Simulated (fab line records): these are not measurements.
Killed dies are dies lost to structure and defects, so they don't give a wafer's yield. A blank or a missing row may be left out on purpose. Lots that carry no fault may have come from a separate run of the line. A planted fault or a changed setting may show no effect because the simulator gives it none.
Struck lot and sound lot, side by side | flow sky130 | 32 steps out of a route of 708
Sound: these wafers, L424.2, L424.3, L424.5. The struck wafers were L433.3, L433.4, L433.6. The cause is named last.
Per side, at each step with rows, come the tool, then ch with its chambers, and then its first start. Under that, the readings that differ: sound wafers | struck wafers | difference of the means | sigmas: that difference in standard deviations of wafers without a fault.
alike: same words and numbers on both sides, and readings whose means sit less than 2 such deviations apart. not compared: any withheld reading, any reading some wafer has no value for, any bound like >300 that may hide the same value, and any number with overlapping values for which the record gives no deviation.
The two part at a step that has a row with sigmas, a row that says differs or no value, or rows on one side only. Numbers that have no deviation but don't overlap get no sigmas and don't part them. A reading that every wafer of one side lacks parts them only if that side has two wafers or more.

first, 1 step without rows for these wafers: SKY_CONTACT_ETCH_18 (etches Si3N4 in CHF3/O2, stops on TiN, time 39 s, target depth 75 nm).
SKY_CONTACT_STRIP_19: strips in O2/N2.
  sound on plasmaAsher-04 ch 1, day 33 23:06; struck on plasmaAsher-03 ch 0,1, day 37 04:58
  alike: drypumpMotorCurrentA, oesProductAu, stripTimeToEndpointS
  not compared: rfHoursCounterH
then, 5 steps without rows for these wafers: SKY_CONTACT_STRIP_20 (strips in post etch residue remover, time 1200 s); SKY_CONTACT_CLEAN_21 (cleans in IPA, time 180 s); SKY_CONTACT_CLEAN_22 (cleans in O3/DIW); SKY_CONTACT_SPUTTER_23 (material TiN, target thk 20 nm, time 80 s); SKY_CONTACT_CVD_24 (deposits W, target thk 340 nm, time 102.12 s).
SKY_CONTACT_RS_MEAS_25: a four-point-probe measurement.
  sound on filmMetro-01, day 33 23:53; struck on filmMetro-04, day 37 05:44
  alike: CONTACT_W_RS
SKY_CONTACT_THK_MEAS_26: measures by xrf.
  sound on filmMetro-01, day 33 23:59; struck on filmMetro-04, day 37 05:50
  alike: CONTACT_W_THK
SKY_CONTACT_CMP_27: polishes, stops on SiO2, t overpolish 15 s, target thk 0 nm.
  sound on cmp-01 ch 0,2,3, day 34 00:02; struck on cmp-02 ch 0,1, day 37 06:10
  alike: edgeZonePressureFrac, motorCurrentA, overpolishRunS, timeToEndpointS
SKY_METAL1_SPUTTER_00: material Ti, target thk 15 nm, time 10 s.
  sound on pvdSputter-03, day 34 00:20; struck on pvdSputter-03, day 37 06:28
  alike: chamberPressurePa, throttleValvePct
then, 1 step without rows for these wafers: SKY_METAL1_SPUTTER_01 (material TiN, target thk 20 nm, time 16.7 s).
SKY_METAL1_SPUTTER_02: material AlCu, target thk 250 nm, time 13.3 s.
  sound on pvdSputter-03, day 34 00:23; struck on pvdSputter-03, day 37 06:31
reading                                    | sound                | struck               | difference | sigmas
chamberPressurePa (Pa)                     | 0.4001 0.3993 0.4009 | 0.3576 0.3580 0.3574 | -0.0424    | -57
model.AlCu_of_METAL1_SPUTTER_02.thkNm (nm) | 254.2 252 254.5      | 256.9 256.5 256.6    | +3.1       | 
  alike: throttleValvePct
then, 2 steps without rows for these wafers: SKY_METAL1_SPUTTER_03 (material Ti, target thk 5 nm, time 3.3 s); SKY_METAL1_SPUTTER_04 (material TiN, target thk 70 nm, time 58.3 s).
SKY_METAL1_RS_MEAS_05: a four-point-probe measurement.
  sound on filmMetro-04, day 34 00:30; struck on filmMetro-01, day 37 06:39
  alike: METAL1_ALCU_RS
SKY_METAL1_THK_MEAS_06: measures by xrf.
  sound on filmMetro-04, day 34 00:37; struck on filmMetro-01, day 37 06:45
  alike: METAL1_ALCU_THK
then, 8 steps without rows for these wafers: SKY_METAL1_DEHYDRATE_07 (time 60 s); SKY_METAL1_HMDS_08 (prime time 60 s); SKY_METAL1_COAT_09 (resist thk 60 nm); SKY_METAL1_COAT_10 (resist thk 450 nm); SKY_METAL1_SOFTBAKE_11 (time 90 s); SKY_METAL1_EXPOSE_12 (exposes mask MM1, target cd 140 nm); SKY_METAL1_PEB_13; SKY_METAL1_DEVELOP_14 (develop time 60 s).
SKY_METAL1_CD_MEAS_15: target cd 140 nm.
  sound on cdSem-01, day 35 03:54; struck on cdSem-01, day 38 09:08
  alike: cdNm
SKY_METAL1_OVL_MEAS_16:
  sound on overlay-02, day 35 04:01; struck on overlay-01, day 38 09:14
  alike: METAL1_OVL
SKY_METAL1_DESCUM_17: chemistry O2, time 8 s.
  sound on rieMetal-01 ch 0, day 35 04:02; struck on rieMetal-03 ch 0,1, day 38 09:16
  alike: drypumpMotorCurrentA, oesProductAu
  not compared: rfHoursCounterH
then, 1 step without rows for these wafers: SKY_METAL1_ETCH_18 (etches BARC in N2/H2, stops on SiO2, time 45.9 s, target depth 60 nm).
SKY_METAL1_METAL_ETCH_19: etches the open film in Cl2/BCl3, stops on SiO2, target depth 360 nm, time 78 s.
  sound on rieMetal-01 ch 0, day 35 04:08; struck on rieMetal-03 ch 0,1, day 38 09:23
reading                          | sound           | struck        | difference | sigmas
model.METAL1.featureDepthNm (nm) | 365.2 364.4 366 | 367 366.8 367 | +2         | 
model.etch.depthNm (nm)          | 365.2 364.4 366 | 367 366.8 367 | +2         | 
  alike: drypumpMotorCurrentA, oesProductAu, throttleValvePct
  not compared: rfHoursCounterH
SKY_METAL1_STRIP_20: strips in O2/N2.
  sound on plasmaAsher-04 ch 0,1, day 35 04:13; struck on plasmaAsher-03 ch 0,1, day 38 09:29
  alike: drypumpMotorCurrentA, oesProductAu, stripTimeToEndpointS
  not compared: rfHoursCounterH
-- the record jumps here: 12 days lie between the struck wafers' starts before and after (it left off in module METAL1 and takes up again in module PAD_OPEN, whose first step shown is number 708 of the route) --
SKY_PAD_OPEN_PROBE_99:
  sound on prober-01, day 47 22:40; struck on prober-01, day 50 09:49
  alike: defectLimitedYield, killed_at_M0_to_M3, killed_at_M4_up, killedAtContacts, killedAtFrontEnd, killedAtOther, killedDies, killedOpen, killedShort, sort_bin_3_pad_short, sort_bin_5_function, sort_bin_6_memory, sortNPass, sortYieldPct
  not compared: model.etest.met1.rsOhmSq

== WHERE THEY PART ==
Only at SKY_METAL1_SPUTTER_02, as far as this record shows. Later steps at which nothing parts them and some readings are alike: SKY_METAL1_RS_MEAS_05, SKY_METAL1_THK_MEAS_06, SKY_METAL1_CD_MEAS_15, SKY_METAL1_OVL_MEAS_16, SKY_METAL1_DESCUM_17, SKY_METAL1_METAL_ETCH_19, SKY_METAL1_STRIP_20, SKY_PAD_OPEN_PROBE_99.

WHY: whatever the simulator had introduced
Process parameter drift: pvdSputter-03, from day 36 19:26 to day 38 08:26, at SKY_METAL1_SPUTTER_02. A move of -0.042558 in setting chamberPressurePa, from 0.4. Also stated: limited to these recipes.
